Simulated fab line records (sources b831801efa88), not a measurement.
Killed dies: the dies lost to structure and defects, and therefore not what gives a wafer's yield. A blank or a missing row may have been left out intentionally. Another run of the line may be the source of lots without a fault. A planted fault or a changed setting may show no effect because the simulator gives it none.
Lot-split experiment	flow gf180mcu	23 wafers read from 5 lots, route of 602 steps

THE SPLIT
At GF_V1_COAT_09 (resist thk 1000 nm), the setting resist_thk_nm was moved away from the recipe's 1000 nm on 10 of the 23 wafers read, by -3.7% to +4.0%. All remaining wafers had this setting at the recipe value.

The reading is taken at the split's own step.

THE READING
KrF_of_V1_COAT_09.thk_nm (the simulator's own value, which no gauge read), in nm, at GF_V1_COAT_09 (resist thk 1000 nm). The file gives no usual value for it. The 13 wafers here that ran the recipe average 999.5 nm, standard deviation 2.3 nm.

wafer	tool, chamber at the split	resist_thk_nm as run, nm	against the recipe	KrF_of_V1_COAT_09.thk_nm, nm	against lot-mates on the recipe
L074.1	litho_track-04, 0	1031	+3.1%	1030	+31.9
L074.4	litho_track-04, 0	1031	+3.1%	1030	+31.9
L074.2	litho_track-04, 0	1000	recipe	996.7	-
L074.3	litho_track-04, 0	1000	recipe	998.5	-
L074.5	litho_track-04, 0	1000	recipe	999.1	-
L081.1	litho_track-03, 0	1000	recipe	999.4	-
L081.2	litho_track-03, 0	1040	+4.0%	1040	+41.9
L081.3	litho_track-03, 0	1040	+4.0%	1041	+42.9
L081.5	litho_track-03, 0	1000	recipe	996.9	-
L081.6	litho_track-03, 0	1040	+4.0%	1035	+36.9
L082.1	litho_track-02, 0	1000	recipe	1004	-
L082.2	litho_track-02, 0	1000	recipe	1002	-
L082.4	litho_track-02, 0	1016	+1.6%	1021	+18.7
L082.5	litho_track-02, 0	1000	recipe	1001	-
L082.6	litho_track-02, 0	1016	+1.6%	1018	+15.7
L084.2	litho_track-03, 0	1000	recipe	996.1	-
L084.4	litho_track-03, 0	1000	recipe	999.9	-
L084.6	litho_track-03, 0	1000	recipe	997.5	-
L085.1	litho_track-03, 0	963.4	-3.7%	961.9	-39.1
L085.2	litho_track-03, 0	1000	recipe	1000	-
L085.3	litho_track-03, 0	963.4	-3.7%	961.7	-39.3
L085.4	litho_track-03, 0	1000	recipe	1002	-
L085.6	litho_track-03, 0	963.4	-3.7%	965.1	-35.9

FIT RESULTS
A straight line over all 23 wafers: KrF_of_V1_COAT_09.thk_nm changes by +9.98 nm for each +1% of resist_thk_nm; r = +0.99; the points scatter about the line by 2.5 nm.
The same after taking each lot's own level away (the mean of its wafers on the recipe; 23 wafers): +10.3 nm for each +1%; r = +1.00; scatter 1.6 nm.
Per that fit: largest resist_thk_nm move, reading shift of 41 nm.
Measured against the standard deviation above, the lots' own levels, which go from 997.83 to 1002.33 nm, span 2.0 times it.
Consequently the slope shifts little with the lot-to-lot level, the two slopes agreeing.
Check: +40.9 nm against its lot-mates is what the line predicts for one of the wafers moved furthest among these (+4.0%) when that wafer is left out of the fit. Against them it came out at +41.9 nm.

FURTHER SPLITS ON THESE WAFERS
Before the reading, these wafers also passed through other splits. Each is held against what the fit with the lots' levels taken away leaves over:
other split on the same wafers	wafers away from the commonest value	r with KrF_of_V1_COAT_09.thk_nm (lot level and that fit taken away)
GF_M1_PEB_12 peb_temp_c	8	-0.10
GF_M1_STRIP_17 power_w	5	+0.17
GF_V1_CMP_04 leave_above_ref_nm	8	-0.06

THE FILE'S OWN FIT
KrF_of_V1_COAT_09.thk_nm changes by +10.2 nm for each +1% of resist_thk_nm, r = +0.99.
